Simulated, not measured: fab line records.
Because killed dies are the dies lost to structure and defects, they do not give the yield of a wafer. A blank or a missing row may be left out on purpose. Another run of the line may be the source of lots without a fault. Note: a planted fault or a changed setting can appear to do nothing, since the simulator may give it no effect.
fab line records -- flow sky130 -- part 1 of 2: steps 1 to 34 of 35
record: lots: 7, wafers: 21, lastDay: 50
route steps=708 shown SD_P@327 RES_XHIGH@332 SD_N@342 SALICIDE@361 PAD_OPEN@708
lots that met no fault: from a run of the same line without faults
startH: hours from the record's opening day to when the first of the lot's shown wafers began -- waitH: how many hours have passed since the lot's step before this one -- " unchanged from the row above -- L1.1+2: several wafers, shown together as one row -- - no value, or no start was given -- * or withheld: withheld -- < > ~ a bound
route shown NAME@n: a module of which the file shows steps, and the number in the route of the first -- usual: mean/standard deviation of fault-free wafers -- same: alike in all rows -- chamber/n: place in a boat -- sites: per-site readings -- _std_site: the values' standard deviation -- _edge_site: mean of outer sites minus mean of inner sites -- radiusMm: for every site, how far away it sits from the centre of the wafer -- mask NAME#n: copy n -- behind: the last tool/chamber to shape the wafer -- hold: why the lot went on hold/how many hours it stayed there/how the hold came to an end -- device: the n, p or np transistor that did not switch -- end of line: the same wafers' tests at the end of the route -- step lacking rows: just its recipe -- killed: not the wafer's yield, but the dies lost to structure and defects at the first sort -- map: shows each die of a wafer: x if killed, . if not, _ if none is there
set.NAME: the setting the step ran with; set.NAME@STEP: the setting that earlier step ran with -- model.NAME: the simulator's own value behind a step, which no gauge read
lots at selected steps of the route; one table per step, one row per wafer
services: a tool's chamber out of use, with start hour (startH, from the record's first day; less than 0 if before it), hours out, and reason
== steps ==
step: SKY_SD_P_CD_MEAS_07
recipe: targetCdNm: 380
usual: cdNm: 379.3/2.1
lot.wafer,tool,chamber,startH,waitH,cdNm
L473.1,cdSem-02,-,636.44,0.1,380.9
L473.3,cdSem-02,-,636.44,0.1,379.6
L473.6,cdSem-02,-,636.44,0.1,380.6
L472.1,cdSem-02,-,637.84,0.1,377.5
L472.2,cdSem-02,-,637.84,0.1,377.4
L472.5,cdSem-02,-,637.84,0.1,377.8
L474.2,cdSem-01,-,647.23,0.1,379.4
L474.3,cdSem-01,-,647.23,0.1,375.6
L474.6,cdSem-01,-,647.23,0.1,379.4
L475.1,cdSem-01,-,655.28,0.1,383.3
L475.2,cdSem-01,-,655.28,0.1,383.0
L475.4,cdSem-01,-,655.28,0.1,382.7
L476.2,cdSem-01,-,656.20,0.1,375.5
L476.4,cdSem-01,-,656.20,0.1,375.5
L476.6,cdSem-01,-,656.20,0.1,377.2
L488.1,cdSem-01,-,753.59,0.1,379.8
L488.4,cdSem-01,-,753.59,0.1,380.6
L488.6,cdSem-01,-,753.59,0.1,380.4
L491.3,cdSem-01,-,769.80,0.1,380.2
L491.5,cdSem-01,-,769.80,0.1,379.1
L491.6,cdSem-01,-,769.80,0.1,379.4
step: SKY_SD_P_OVL_MEAS_08
usual: SD_P_OVL: 0.1/1.2
lot.wafer,tool,chamber,startH,waitH,SD_P_OVL[nm]
L473.1,overlay-02,-,636.56,0.1,-1.7
L473.3,overlay-02,-,636.56,0.1,-0.7
L473.6,overlay-02,-,636.56,0.1,-0.1
L472.1,overlay-02,-,637.96,0.1,1.2
L472.2,overlay-02,-,637.96,0.1,-0.2
L472.5,overlay-02,-,637.96,0.1,2.9
L474.2,overlay-01,-,647.34,0.1,-0.5
L474.3,overlay-01,-,647.34,0.1,0.6
L474.6,overlay-01,-,647.34,0.1,-0.3
L475.1,overlay-01,-,655.40,0.1,2.8
L475.2,overlay-01,-,655.40,0.1,0.8
L475.4,overlay-01,-,655.40,0.1,2.8
L476.2,overlay-01,-,656.33,0.1,-1.1
L476.4,overlay-01,-,656.33,0.1,2.1
L476.6,overlay-01,-,656.33,0.1,0.1
L488.1,overlay-01,-,753.71,0.1,2.7
L488.4,overlay-01,-,753.71,0.1,-1.4
L488.6,overlay-01,-,753.71,0.1,0.3
L491.3,overlay-01,-,769.89,0.1,-2.3
L491.5,overlay-01,-,769.89,0.1,-0.5
L491.6,overlay-01,-,769.89,0.1,-0.1
step: SKY_SD_P_IMPLANT_09
recipe: species: BF2, energyKev: 20, doseCm2: 3e+15, tiltDeg: 0
step: SKY_SD_P_STRIP_10
recipe: chemistry: O2/N2, powerW: 1400, pressureMtorr: 1500, platenTempC: withheld, o2FlowSccm: 3000, n2FlowSccm: 300, overashFraction: 0.5
usual: drypumpMotorCurrentA: 5.54/0.23, n2FlowSccm: 300.0/0.92, oesProductAu: 0.617/0.0047, stripTimeToEndpointS: 17.48/0.037
lot.wafer,tool,chamber,startH,waitH,drypumpMotorCurrentA,n2FlowSccm,oesProductAu,rfHoursCounterH,stripTimeToEndpointS
L473.1,plasmaAsher-02,0,636.74,0.1,5.69,300.5,0.618,83,17.52
L473.3,plasmaAsher-02,0,636.74,0.1,5.70,300.4,0.616,-,17.49
L473.6,plasmaAsher-02,1,636.74,0.1,5.48,299.7,0.617,-,17.50
L472.1,plasmaAsher-02,1,638.14,0.1,5.43,300.2,0.623,83,17.52
L472.2,plasmaAsher-02,0,638.14,0.1,5.71,300.1,0.609,83,17.52
L472.5,plasmaAsher-02,1,638.14,0.1,5.46,301.2,0.613,-,17.49
L474.2,plasmaAsher-04,0,647.52,0.1,5.14,299.5,0.624,96,17.51
L474.3,plasmaAsher-04,1,647.52,0.1,5.70,301.8,0.625,-,17.53
L474.6,plasmaAsher-04,0,647.52,0.1,5.14,299.8,0.618,-,17.42
L475.1,plasmaAsher-02,1,655.59,0.1,5.45,299.7,0.621,85,17.54
L475.2,plasmaAsher-02,0,655.59,0.1,5.70,298.5,0.616,85,17.46
L475.4,plasmaAsher-02,0,655.59,0.1,5.69,299.8,0.619,-,17.45
L476.2,plasmaAsher-01,1,656.51,0.1,5.53,299.5,0.625,53,17.47
L476.4,plasmaAsher-01,1,656.51,0.1,5.51,298.8,0.615,-,17.46
L476.6,plasmaAsher-01,1,656.51,0.1,5.52,300.7,0.609,-,17.43
L488.1,plasmaAsher-04,0,753.89,0.1,5.11,298.8,0.616,1,17.54
L488.4,plasmaAsher-04,0,753.89,0.1,5.12,298.6,0.616,-,17.53
L488.6,plasmaAsher-04,0,753.89,0.1,5.10,299.5,0.616,-,17.52
L491.3,plasmaAsher-04,0,770.10,0.1,5.11,301.4,0.621,-,17.49
L491.5,plasmaAsher-04,1,770.10,0.1,5.69,299.5,0.622,-,17.54
L491.6,plasmaAsher-04,0,770.10,0.1,5.12,300.6,0.619,-,17.50
step: SKY_SD_P_TW_MEAS_11
usual: SD_P_TW: 2815/46
lot.wafer,tool,chamber,startH,waitH,SD_P_TW
L473.1,filmMetro-02,-,636.84,0.1,2821
L473.3,filmMetro-02,-,636.84,0.1,2816
L473.6,filmMetro-02,-,636.84,0.1,2804
L472.1,filmMetro-02,-,638.24,0.1,2830
L472.2,filmMetro-02,-,638.24,0.1,2808
L472.5,filmMetro-02,-,638.24,0.1,2815
L474.2,filmMetro-01,-,647.63,0.1,2886
L474.3,filmMetro-01,-,647.63,0.1,2894
L474.6,filmMetro-01,-,647.63,0.1,2901
L475.1,filmMetro-04,-,655.69,0.1,2791
L475.2,filmMetro-04,-,655.69,0.1,2800
L475.4,filmMetro-04,-,655.69,0.1,2790
L476.2,filmMetro-04,-,656.62,0.1,2770
L476.4,filmMetro-04,-,656.62,0.1,2774
L476.6,filmMetro-04,-,656.62,0.1,2774
L488.1,filmMetro-04,-,753.99,0.1,2786
L488.4,filmMetro-04,-,753.99,0.1,2782
L488.6,filmMetro-04,-,753.99,0.1,2790
L491.3,filmMetro-01,-,770.19,0.1,2901
L491.5,filmMetro-01,-,770.19,0.1,2893
L491.6,filmMetro-01,-,770.19,0.1,2896
step: SKY_RES_XHIGH_DEHYDRATE_00
recipe: tempC: 200, timeS: 60
step: SKY_RES_XHIGH_HMDS_01
recipe: primeTimeS: 60, primeTempC: 120
step: SKY_RES_XHIGH_COAT_02
recipe: resist: NOVOLAK, spinRpm: 3000, resistThkNm: 1140
step: SKY_RES_XHIGH_SOFTBAKE_03
recipe: tempC: 90, timeS: 60, resist: NOVOLAK
step: SKY_RES_XHIGH_EXPOSE_04
recipe: maskId: URPM, na: 0.6, sourceShape: conventional, sigmaOuter: 0.6, polarization: unpolarized, targetCdNm: 1270, doseMj: 140
step: SKY_RES_XHIGH_PEB_05
recipe: tempC: withheld, timeS: *, resist: NOVOLAK
step: SKY_RES_XHIGH_DEVELOP_06
recipe: resist: NOVOLAK, developer: TMAH, developTimeS: 60, devTempC: 23
step: SKY_RES_XHIGH_IMPLANT_07
recipe: species: BF2, energyKev: 20, doseCm2: 3.6e+14, tiltDeg: 0
lot.wafer,tool,chamber,startH,waitH
L473.1+3+6,implanter-04,0,666.15,0.1
L473.1+3+6,implanter-04,0,666.46,0.3
L472.1+2+5,implanter-01,0,666.81,0.1
L474.2+3+6,implanter-04,0,676.43,0.1
L475.1+2+4,implanter-01,0,684.20,0.1
L475.1+2+4,implanter-01,0,684.51,0.3
L476.2+4+6,implanter-02,0,684.52,0.1
L476.2+4+6,implanter-02,0,684.84,0.3
L488.1+4+6,implanter-02,0,779.86,0.1
L491.3+5+6,implanter-02,0,796.88,0.1
step: SKY_RES_XHIGH_STRIP_08
recipe: chemistry: O2/N2, powerW: 1400, pressureMtorr: 1500, platenTempC: withheld, o2FlowSccm: 3000, n2FlowSccm: 300, overashFraction: 0.5
usual: drypumpMotorCurrentA: 5.6/0.52, n2FlowSccm: 300.1/0.84, oesProductAu: 0.712/0.0043, stripTimeToEndpointS: 14.26/0.036
lot.wafer,tool,chamber,startH,waitH,drypumpMotorCurrentA,n2FlowSccm,oesProductAu,rfHoursCounterH,stripTimeToEndpointS
L473.1,plasmaAsher-04,1,666.61,0.1,5.7,299.8,0.686,98,15.04
L473.3,plasmaAsher-04,0,666.61,0.1,5.1,300.5,0.687,-,15.04
L473.6,plasmaAsher-04,1,666.61,0.1,5.7,300.4,0.692,-,15.07
L472.1,plasmaAsher-03,1,666.96,0.1,5.0,301.9,0.708,24,14.34
L472.2,plasmaAsher-03,0,666.96,0.1,6.5,298.9,0.712,24,14.24
L472.5,plasmaAsher-03,1,666.96,0.1,5.0,301.5,0.714,-,14.25
L474.2,plasmaAsher-03,1,676.56,0.1,5.0,300.6,0.715,25,14.31
L474.3,plasmaAsher-03,1,676.56,0.1,5.0,300.6,0.708,-,14.17
L474.6,plasmaAsher-03,1,676.56,0.1,5.0,301.1,0.706,-,14.23
L475.1,plasmaAsher-04,0,684.66,0.1,5.1,300.5,0.683,100,15.11
L475.2,plasmaAsher-04,1,684.66,0.1,5.7,299.4,0.682,100,15.01
L475.4,plasmaAsher-04,0,684.66,0.1,5.1,300.2,0.681,-,15.06
L476.2,plasmaAsher-03,1,684.96,0.1,5.0,300.6,0.688,26,15.08
L476.4,plasmaAsher-03,1,684.96,0.1,5.0,300.2,0.684,-,15.04
L476.6,plasmaAsher-03,1,684.96,0.1,5.0,299.1,0.681,-,15.08
L488.1,plasmaAsher-02,1,780.01,0.1,5.5,300.0,0.704,97,14.27
L488.4,plasmaAsher-02,1,780.01,0.1,5.5,301.3,0.711,-,14.31
L488.6,plasmaAsher-02,0,780.01,0.1,5.7,300.8,0.711,-,14.28
L491.3,plasmaAsher-04,0,797.02,0.1,5.1,300.0,0.721,-,14.27
L491.5,plasmaAsher-04,1,797.02,0.1,5.7,300.7,0.712,-,14.25
L491.6,plasmaAsher-04,0,797.02,0.1,5.1,300.3,0.706,-,14.24
step: SKY_RES_XHIGH_TW_MEAS_09
usual: RES_XHIGH_TW: 1656/33
lot.wafer,tool,chamber,startH,waitH,RES_XHIGH_TW
L473.1,filmMetro-01,-,666.71,0.1,2049
L473.3,filmMetro-01,-,666.71,0.1,2064
L473.6,filmMetro-01,-,666.71,0.1,2063
L472.1,filmMetro-01,-,667.06,0.1,1683
L472.2,filmMetro-01,-,667.06,0.1,1685
L472.5,filmMetro-01,-,667.06,0.1,1679
L474.2,filmMetro-01,-,676.67,0.1,1700
L474.3,filmMetro-01,-,676.67,0.1,1700
L474.6,filmMetro-01,-,676.67,0.1,1690
L475.1,filmMetro-01,-,684.81,0.1,2078
L475.2,filmMetro-01,-,684.81,0.1,2072
L475.4,filmMetro-01,-,684.81,0.1,2073
L476.2,filmMetro-01,-,685.07,0.1,2064
L476.4,filmMetro-01,-,685.07,0.1,2073
L476.6,filmMetro-01,-,685.07,0.1,2074
L488.1,filmMetro-02,-,780.11,0.1,1634
L488.4,filmMetro-02,-,780.11,0.1,1632
L488.6,filmMetro-02,-,780.11,0.1,1628
L491.3,filmMetro-01,-,797.10,0.1,1676
L491.5,filmMetro-01,-,797.10,0.1,1680
L491.6,filmMetro-01,-,797.10,0.1,1694
step: SKY_SD_N_DEHYDRATE_00
recipe: tempC: 200, timeS: 60
step: SKY_SD_N_HMDS_01
recipe: primeTimeS: 60, primeTempC: 120
step: SKY_SD_N_COAT_02
recipe: resist: NOVOLAK, spinRpm: 3000, resistThkNm: 1140
step: SKY_SD_N_SOFTBAKE_03
recipe: tempC: 90, timeS: 60, resist: NOVOLAK
step: SKY_SD_N_EXPOSE_04
recipe: maskId: NSDM, na: 0.6, sourceShape: conventional, sigmaOuter: 0.6, polarization: unpolarized, targetCdNm: 380, doseMj: 141
step: SKY_SD_N_PEB_05
recipe: tempC: withheld, timeS: *, resist: NOVOLAK
step: SKY_SD_N_DEVELOP_06
recipe: resist: NOVOLAK, developer: TMAH, developTimeS: 60, devTempC: 23
step: SKY_SD_N_CD_MEAS_07
recipe: targetCdNm: 380
usual: cdNm: 380.0/2.3
lot.wafer,tool,chamber,startH,waitH,cdNm
L473.1,cdSem-01,-,694.21,0.1,381.6
L473.3,cdSem-01,-,694.21,0.1,381.0
L473.6,cdSem-01,-,694.21,0.1,381.2
L472.1,cdSem-02,-,695.05,0.1,378.0
L472.2,cdSem-02,-,695.05,0.1,376.4
L472.5,cdSem-02,-,695.05,0.1,377.8
L474.2,cdSem-01,-,703.97,0.1,382.0
L474.3,cdSem-01,-,703.97,0.1,382.2
L474.6,cdSem-01,-,703.97,0.1,380.3
L475.1,cdSem-01,-,712.31,0.1,383.0
L475.2,cdSem-01,-,712.31,0.1,381.4
L475.4,cdSem-01,-,712.31,0.1,382.9
L476.2,cdSem-01,-,712.81,0.1,374.5
L476.4,cdSem-01,-,712.81,0.1,376.4
L476.6,cdSem-01,-,712.81,0.1,374.8
L488.1,cdSem-01,-,805.20,0.1,379.2
L488.4,cdSem-01,-,805.20,0.1,378.1
L488.6,cdSem-01,-,805.20,0.1,381.8
L491.3,cdSem-01,-,823.65,0.1,382.2
L491.5,cdSem-01,-,823.65,0.1,383.2
L491.6,cdSem-01,-,823.65,0.1,384.3
step: SKY_SD_N_OVL_MEAS_08
usual: SD_N_OVL: 0.2/1.6
lot.wafer,tool,chamber,startH,waitH,SD_N_OVL[nm]
L473.1,overlay-02,-,694.33,0.1,-1.2
L473.3,overlay-02,-,694.33,0.1,-2.9
L473.6,overlay-02,-,694.33,0.1,-1.4
L472.1,overlay-01,-,695.17,0.1,1.8
L472.2,overlay-01,-,695.17,0.1,0.6
L472.5,overlay-01,-,695.17,0.1,1.7
L474.2,overlay-02,-,704.07,0.1,0.3
L474.3,overlay-02,-,704.07,0.1,1.5
L474.6,overlay-02,-,704.07,0.1,4.1
L475.1,overlay-02,-,712.43,0.1,-2.5
L475.2,overlay-02,-,712.43,0.1,-1.0
L475.4,overlay-02,-,712.43,0.1,-3.3
L476.2,overlay-02,-,712.91,0.1,-0.2
L476.4,overlay-02,-,712.91,0.1,0.9
L476.6,overlay-02,-,712.91,0.1,2.4
L488.1,overlay-01,-,805.32,0.1,1.8
L488.4,overlay-01,-,805.32,0.1,0.8
L488.6,overlay-01,-,805.32,0.1,-1.0
L491.3,overlay-01,-,823.74,0.1,-0.4
L491.5,overlay-01,-,823.74,0.1,-1.0
L491.6,overlay-01,-,823.74,0.1,0.7
step: SKY_SD_N_IMPLANT_09
recipe: species: As, energyKev: 50, doseCm2: 4e+15, tiltDeg: 0
step: SKY_SD_N_IMPLANT_10
recipe: species: P, energyKev: 20, doseCm2: 1e+14, tiltDeg: 0
step: SKY_SD_N_STRIP_11
recipe: chemistry: O2/N2, powerW: 1400, pressureMtorr: 1500, platenTempC: withheld, o2FlowSccm: 3000, n2FlowSccm: 300, overashFraction: 0.5
usual: drypumpMotorCurrentA: 5.6/0.51, n2FlowSccm: 300.0/0.81, oesProductAu: 0.527/0.0044, stripTimeToEndpointS: 22.53/0.044
lot.wafer,tool,chamber,startH,waitH,drypumpMotorCurrentA,n2FlowSccm,oesProductAu,rfHoursCounterH,stripTimeToEndpointS
L473.1,plasmaAsher-04,1,694.67,0.1,5.7,302.2,0.527,101,22.54
L473.3,plasmaAsher-04,0,694.67,0.1,5.1,299.6,0.529,-,22.50
L473.6,plasmaAsher-04,0,694.67,0.1,5.1,300.2,0.524,-,22.50
L472.1,plasmaAsher-01,1,695.50,0.1,5.5,298.8,0.529,57,22.56
L472.2,plasmaAsher-01,0,695.50,0.1,5.8,299.8,0.524,57,22.51
L472.5,plasmaAsher-01,0,695.50,0.1,5.8,302.2,0.529,-,22.59
L474.2,plasmaAsher-01,0,704.40,0.1,5.8,300.2,0.530,57,22.54
L474.3,plasmaAsher-01,1,704.40,0.1,5.5,299.5,0.526,-,22.54
L474.6,plasmaAsher-01,0,704.40,0.1,5.8,300.4,0.526,-,22.56
L475.1,plasmaAsher-01,0,712.77,0.1,5.8,300.5,0.530,58,22.55
L475.2,plasmaAsher-01,1,712.77,0.1,5.5,301.1,0.531,58,22.53
L475.4,plasmaAsher-01,0,712.77,0.1,5.8,300.1,0.526,-,22.56
L476.2,plasmaAsher-01,0,713.24,0.1,5.8,300.5,0.528,58,22.45
L476.4,plasmaAsher-01,1,713.24,0.1,5.5,299.7,0.523,-,22.47
L476.6,plasmaAsher-01,1,713.24,0.1,5.5,300.0,0.530,-,22.51
L488.1,plasmaAsher-03,0,805.65,0.1,6.5,299.3,0.524,38,22.51
L488.4,plasmaAsher-03,1,805.65,0.1,5.0,300.7,0.523,-,22.51
L488.6,plasmaAsher-03,1,805.65,0.1,5.0,299.4,0.525,-,22.47
L491.3,plasmaAsher-04,0,824.10,0.1,5.1,299.6,0.531,-,22.54
L491.5,plasmaAsher-04,0,824.10,0.1,5.1,300.0,0.531,-,22.57
L491.6,plasmaAsher-04,1,824.10,0.1,5.7,298.8,0.528,-,22.53
step: SKY_SD_N_TW_MEAS_12
usual: SD_N_TW: 4026/69
lot.wafer,tool,chamber,startH,waitH,SD_N_TW
L473.1,filmMetro-01,-,694.77,0.1,4108
L473.3,filmMetro-01,-,694.77,0.1,4111
L473.6,filmMetro-01,-,694.77,0.1,4092
L472.1,filmMetro-04,-,695.60,0.1,3942
L472.2,filmMetro-04,-,695.60,0.1,3945
L472.5,filmMetro-04,-,695.60,0.1,3942
L474.2,filmMetro-04,-,704.51,0.1,3942
L474.3,filmMetro-04,-,704.51,0.1,3931
L474.6,filmMetro-04,-,704.51,0.1,3924
L475.1,filmMetro-01,-,712.87,0.1,4083
L475.2,filmMetro-01,-,712.87,0.1,4092
L475.4,filmMetro-01,-,712.87,0.1,4109
L476.2,filmMetro-01,-,713.35,0.1,4091
L476.4,filmMetro-01,-,713.35,0.1,4089
L476.6,filmMetro-01,-,713.35,0.1,4101
L488.1,filmMetro-01,-,805.75,0.1,4079
L488.4,filmMetro-01,-,805.75,0.1,4074
L488.6,filmMetro-01,-,805.75,0.1,4079
L491.3,filmMetro-01,-,824.19,0.1,4100
L491.5,filmMetro-01,-,824.19,0.1,4078
L491.6,filmMetro-01,-,824.19,0.1,4079
step: SKY_SD_N_CLEAN_13
recipe: chemistry: SC1/SC2, mix: 1:4:20, tempC: 70, timeS: 150, dry: n2Spin
step: SKY_SD_N_RTA_14
recipe: tempC: 1075, timeS: 2, idleTempC: 650, rampUpCPerS: 150, rampDownCPerS: 90, ambient: N2
usual: lampPowerPct: 15.74/0.055, wafer_temp_C_max: 1078.0/1.3
lot.wafer,tool,chamber,startH,waitH,lampPowerPct,wafer_temp_C_max
L473.1,rtpAnneal-01,0,694.88,0.0,15.72,1079.1
L473.3,rtpAnneal-01,0,694.88,0.0,15.75,1079.1
L473.6,rtpAnneal-01,0,694.88,0.0,15.78,1076.8
L472.1,rtpAnneal-02,0,695.71,0.0,15.78,1078.3
L472.2,rtpAnneal-02,0,695.71,0.0,15.75,1078.1
L472.5,rtpAnneal-02,0,695.71,0.0,15.72,1076.1
L474.2,rtpAnneal-01,0,704.62,0.0,15.59,1077.1
L474.3,rtpAnneal-01,0,704.62,0.0,15.75,1079.5
L474.6,rtpAnneal-01,0,704.62,0.0,15.71,1077.6
L475.1,rtpAnneal-02,0,712.98,0.0,15.71,1077.8
L475.2,rtpAnneal-02,0,712.98,0.0,15.66,1078.6
L475.4,rtpAnneal-02,0,712.98,0.0,15.81,1076.1
L476.2,rtpAnneal-01,0,713.46,0.0,15.71,1077.9
L476.4,rtpAnneal-01,0,713.46,0.0,15.79,1078.4
L476.6,rtpAnneal-01,0,713.46,0.0,15.75,1079.6
L488.1,rtpAnneal-01,0,805.86,0.0,15.85,1077.8
L488.4,rtpAnneal-01,0,805.86,0.0,15.69,1078.0
L488.6,rtpAnneal-01,0,805.86,0.0,15.55,1076.9
L491.3,rtpAnneal-02,0,824.29,0.0,15.73,1078.0
L491.5,rtpAnneal-02,0,824.29,0.0,15.74,1076.6
L491.6,rtpAnneal-02,0,824.29,0.0,15.74,1076.2
step: SKY_SD_N_RS_MEAS_16
recipe: thkMeasGauge: four-point-probe
usual: SD_N_RS: 68.56/0.13
lot.wafer,tool,chamber,startH,waitH,SD_N_RS[ohm/sq]
L473.1,filmMetro-04,-,695.05,0.1,68.51
L473.3,filmMetro-04,-,695.05,0.1,68.63
L473.6,filmMetro-04,-,695.05,0.1,68.14
L472.1,filmMetro-04,-,695.92,0.1,68.84
L472.2,filmMetro-04,-,695.92,0.1,68.68
L472.5,filmMetro-04,-,695.92,0.1,68.53
L474.2,filmMetro-04,-,704.80,0.1,68.73
L474.3,filmMetro-04,-,704.80,0.1,68.64
L474.6,filmMetro-04,-,704.80,0.1,68.74
L475.1,filmMetro-04,-,713.15,0.1,68.50
L475.2,filmMetro-04,-,713.15,0.1,68.72
L475.4,filmMetro-04,-,713.15,0.1,68.64
L476.2,filmMetro-01,-,713.65,0.1,68.62
L476.4,filmMetro-01,-,713.65,0.1,68.61
L476.6,filmMetro-01,-,713.65,0.1,68.51
L488.1,filmMetro-01,-,806.04,0.1,68.58
L488.4,filmMetro-01,-,806.04,0.1,68.47
L488.6,filmMetro-01,-,806.04,0.1,68.49
L491.3,filmMetro-01,-,824.49,0.1,68.53
L491.5,filmMetro-01,-,824.49,0.1,68.45
L491.6,filmMetro-01,-,824.49,0.1,68.66
step: SKY_SD_N_RS_MEAS_17
recipe: thkMeasGauge: four-point-probe
usual: SD_P_RS: 147.1/0.37
lot.wafer,tool,chamber,startH,waitH,SD_P_RS[ohm/sq]
L473.1,filmMetro-04,-,695.17,0.1,147.2
L473.3,filmMetro-04,-,695.17,0.1,147.4
L473.6,filmMetro-04,-,695.17,0.1,147.0
L472.1,filmMetro-04,-,696.04,0.1,147.5
L472.2,filmMetro-04,-,696.04,0.1,146.9
L472.5,filmMetro-04,-,696.04,0.1,147.6
L474.2,filmMetro-04,-,704.92,0.1,147.5
L474.3,filmMetro-04,-,704.92,0.1,147.2
L474.6,filmMetro-04,-,704.92,0.1,147.8
L475.1,filmMetro-04,-,713.27,0.1,146.9
L475.2,filmMetro-04,-,713.27,0.1,147.1
L475.4,filmMetro-04,-,713.27,0.1,147.2
L476.2,filmMetro-01,-,713.77,0.1,146.8
L476.4,filmMetro-01,-,713.77,0.1,146.8
L476.6,filmMetro-01,-,713.77,0.1,147.0
L488.1,filmMetro-01,-,806.16,0.1,147.2
L488.4,filmMetro-01,-,806.16,0.1,147.3
L488.6,filmMetro-01,-,806.16,0.1,147.4
L491.3,filmMetro-01,-,824.61,0.1,146.9
L491.5,filmMetro-01,-,824.61,0.1,146.7
L491.6,filmMetro-01,-,824.61,0.1,147.1
step: SKY_SD_N_RS_MEAS_18
recipe: thkMeasGauge: four-point-probe
usual: RES_XHIGH_RS: 333.4/1.1
lot.wafer,tool,chamber,startH,waitH,RES_XHIGH_RS[ohm/sq]
L473.1,filmMetro-04,-,695.29,0.1,204.4
L473.3,filmMetro-04,-,695.29,0.1,204.5
L473.6,filmMetro-04,-,695.29,0.1,204.3
L472.1,filmMetro-04,-,696.16,0.1,333.8
L472.2,filmMetro-04,-,696.16,0.1,333.7
L472.5,filmMetro-04,-,696.16,0.1,333.5
L474.2,filmMetro-04,-,705.04,0.1,333.6
L474.3,filmMetro-04,-,705.04,0.1,333.0
L474.6,filmMetro-04,-,705.04,0.1,333.1
L475.1,filmMetro-04,-,713.39,0.1,204.4
L475.2,filmMetro-04,-,713.39,0.1,205.3
L475.4,filmMetro-04,-,713.39,0.1,204.7
L476.2,filmMetro-01,-,713.89,0.1,203.9
L476.4,filmMetro-01,-,713.89,0.1,204.3
L476.6,filmMetro-01,-,713.89,0.1,203.6
L488.1,filmMetro-01,-,806.28,0.1,332.8
L488.4,filmMetro-01,-,806.28,0.1,333.8
L488.6,filmMetro-01,-,806.28,0.1,334.3
L491.3,filmMetro-01,-,824.73,0.1,333.3
L491.5,filmMetro-01,-,824.73,0.1,332.5
L491.6,filmMetro-01,-,824.73,0.1,332.7
step: SKY_SALICIDE_CLEAN_00
recipe: chemistry: HF-last, timeS: 30, dilution: 100:1, dry: ipaMarangoni
== key ==
firstSign: step: SKY_RES_XHIGH_IMPLANT_07, reading: visit, direction: added
effect: step: SKY_RES_XHIGH_STRIP_08, reading: stripTimeToEndpointS, direction: up, sigmas: 22, usual: *, struck: *
effect: step: SKY_RES_XHIGH_TW_MEAS_09, reading: RES_XHIGH_TW, direction: up, sigmas: 13, usual: 1656, struck: 2068
effect: step: SKY_SD_N_RS_MEAS_18, reading: RES_XHIGH_RS, direction: down, sigmas: 99+, usual: 333.4, struck: 204.4
modelEffect: step: SKY_PAD_OPEN_PROBE_99, value: etest.resXhighPo.lineOhmUm, without: 5732, struck: 1894
metAt SKY_RES_XHIGH_IMPLANT_07
struckWafers L473.1,L473.3,L473.6,L475.1,L475.2,L475.4,L476.2,L476.4,L476.6
testerLeftOut L473,L475,L476
fault: kind: repeatedStepWhole, tool: implanter-01,implanter-02,implanter-04, chamber: -, onsetH: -, steps: SKY_RES_XHIGH_IMPLANT_07, times: 1, scope: struckLotsOnly
testerLeftOut: of these lots the tester's yield and bins aren't shown, on N5 and GAA mostly nor the transistor test; their killed dies are dies lost to structure and defects alone, not to doping, threshold or leakage, so they don't give the yield
